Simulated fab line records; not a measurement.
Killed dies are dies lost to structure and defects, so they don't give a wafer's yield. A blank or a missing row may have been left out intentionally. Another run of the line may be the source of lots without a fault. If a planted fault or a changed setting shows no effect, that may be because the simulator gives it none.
Matching of chambers	flow gf180mcu	GF_M5_ETCH_09 on rie_diel-01 has 4 sister chambers
The step etches Si3N4 in CF4/O2, target depth 52 nm, time 11.6 s. 16 wafers are shown with their chamber, then 8 later ones without.

WAFERS WITH THEIR CHAMBER
wafer	chamber	drypump_motor_current_A (A)	oes_product_au (a.u.)	throttle_valve_pct (%)
L692.1	3	5.3	1.028	5.991
L692.2	2	5.6	1.011	5.981
L692.4	0	5.0	0.994	5.961
L693.4	0	4.9	0.997	5.968
L693.5	2	5.6	1.007	5.970
L693.6	1	6.6	1.013	5.970
L696.1	2	5.6	1.011	5.975
L696.4	1	6.6	1.010	5.981
L696.5	0	4.9	0.987	5.972
L701.1	2	5.6	1.003	5.972
L701.3	3	5.3	1.019	5.973
L701.5	2	5.7	1.004	5.968
L708.4	1	6.6	0.990	5.951
L708.5	3	5.3	1.020	5.987
L708.6	0	5.0	0.982	5.969
L710.1	3	5.3	1.016	5.978

SIGNATURES (averages over the wafers above)
reading	chamber 0	chamber 1	chamber 2	chamber 3	scatter within a chamber
drypump_motor_current_A	4.950	6.600	5.620	5.300	0.0387
oes_product_au	0.99000	1.00433	1.00720	1.02075	0.00699
throttle_valve_pct	5.96750	5.96733	5.97320	5.98225	0.00832
Rule: for each reading, subtract the chamber's mean from the wafer's reading, divide by that reading's scatter and square the result; add these up over the readings and take the root, which gives the wafer's distance from the chamber. The wafer belongs to the nearest chamber; if the next one is less than 2 further off, it can't be placed. The scatter: take each reading less its chamber's mean, square it, sum over the shown wafers, divide by the number of wafers less the number of chambers, and take the root.

WAFERS WHOSE CHAMBER IS MISSING
wafer	drypump_motor_current_A (A)	oes_product_au (a.u.)	throttle_valve_pct (%)
L710.5	6.6	1.005	5.965
L710.6	5.0	0.989	5.963
L711.4	5.3	1.018	5.985
L711.5	5.3	1.011	5.965
L711.6	5.6	1.017	5.996
L712.1	5.0	0.989	5.961
L712.3	6.6	1.009	5.971
L712.4	5.0	0.982	5.960

WHICH CHAMBER EACH WENT THROUGH
wafer	from the rows above	in truth
L710.5	1	1
L710.6	0	0
L711.4	3	3
L711.5	3	3
L711.6	2	2
L712.1	0	0
L712.3	1	1
L712.4	0	0
8 of 8 placed correctly. From these rows, 0 cannot be placed. Wrongly placed: 0.
